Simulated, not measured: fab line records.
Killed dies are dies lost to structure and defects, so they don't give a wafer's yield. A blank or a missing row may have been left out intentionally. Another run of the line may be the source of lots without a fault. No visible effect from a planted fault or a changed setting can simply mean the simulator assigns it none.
Matching of chambers || flow gf180mcu || GF_V1_CMP_26 on cmp-02 has 4 sister chambers
The step polishes, stops on SiO2, t overpolish 15 s, target thk 0 nm. 7 wafers are shown with their chamber, then 7 later ones without.

== WAFERS PAIRED WITH THEIR CHAMBERS ==
{"wafer": "L510.2", "chamber": 1, "motor_current_A (A)": 12.7, "time_to_endpoint_s (s)": 84}
{"wafer": "L510.3", "chamber": 3, "motor_current_A (A)": 11.3, "time_to_endpoint_s (s)": 78}
{"wafer": "L510.5", "chamber": 2, "motor_current_A (A)": 12.3, "time_to_endpoint_s (s)": 81}
{"wafer": "L512.4", "chamber": 2, "motor_current_A (A)": 12.9, "time_to_endpoint_s (s)": 86}
{"wafer": "L512.6", "chamber": 3, "motor_current_A (A)": 10.7, "time_to_endpoint_s (s)": 83}
{"wafer": "L520.2", "chamber": 0, "motor_current_A (A)": 10.1, "time_to_endpoint_s (s)": 80}
{"wafer": "L520.5", "chamber": 0, "motor_current_A (A)": 10.5, "time_to_endpoint_s (s)": 81}

== WAFERS WITH NO CHAMBER GIVEN ==
{"wafer": "L520.6", "motor_current_A (A)": 12.3, "time_to_endpoint_s (s)": 88}
{"wafer": "L521.1", "motor_current_A (A)": 10.8, "time_to_endpoint_s (s)": 80}
{"wafer": "L521.3", "motor_current_A (A)": 10.8, "time_to_endpoint_s (s)": 82}
{"wafer": "L521.5", "motor_current_A (A)": 11.0, "time_to_endpoint_s (s)": 83}
{"wafer": "L522.1", "motor_current_A (A)": 10.5, "time_to_endpoint_s (s)": 81}
{"wafer": "L522.2", "motor_current_A (A)": 12.4, "time_to_endpoint_s (s)": 87}
{"wafer": "L522.5", "motor_current_A (A)": 10.9, "time_to_endpoint_s (s)": 81}

== CHAMBER TAKEN BY EACH ==
{"wafer": "L520.6", "from the rows above": "can't be placed: 1 or 2", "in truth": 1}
{"wafer": "L521.1", "from the rows above": "can't be placed: 3 or 0", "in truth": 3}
{"wafer": "L521.3", "from the rows above": "can't be placed: 3 or 0", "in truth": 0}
{"wafer": "L521.5", "from the rows above": "can't be placed: 3 or 0", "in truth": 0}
{"wafer": "L522.1", "from the rows above": "can't be placed: 0 or 3", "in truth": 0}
{"wafer": "L522.2", "from the rows above": "can't be placed: 1 or 2", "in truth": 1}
{"wafer": "L522.5", "from the rows above": "can't be placed: 3 or 0", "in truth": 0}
Placed correctly: 0 of 7. Can't be placed from these rows: 7 (the true chamber is among the candidates in 7). Placed wrongly: 0.
How it was worked out, from the rows above alone: a wafer's distance from a chamber is the root of the sum, over the readings, of the square of ((its reading less the chamber's mean) divided by the reading's scatter). If the next closest chamber is less than 2 further off than the closest, the wafer can't be placed; otherwise it belongs to the closest. For every chamber, the mean is computed from those of its wafers that are shown. The scatter is the square root of a quotient: the sum, over the shown wafers, of each reading's squared deviation from its chamber's mean, divided by wafers minus chambers.
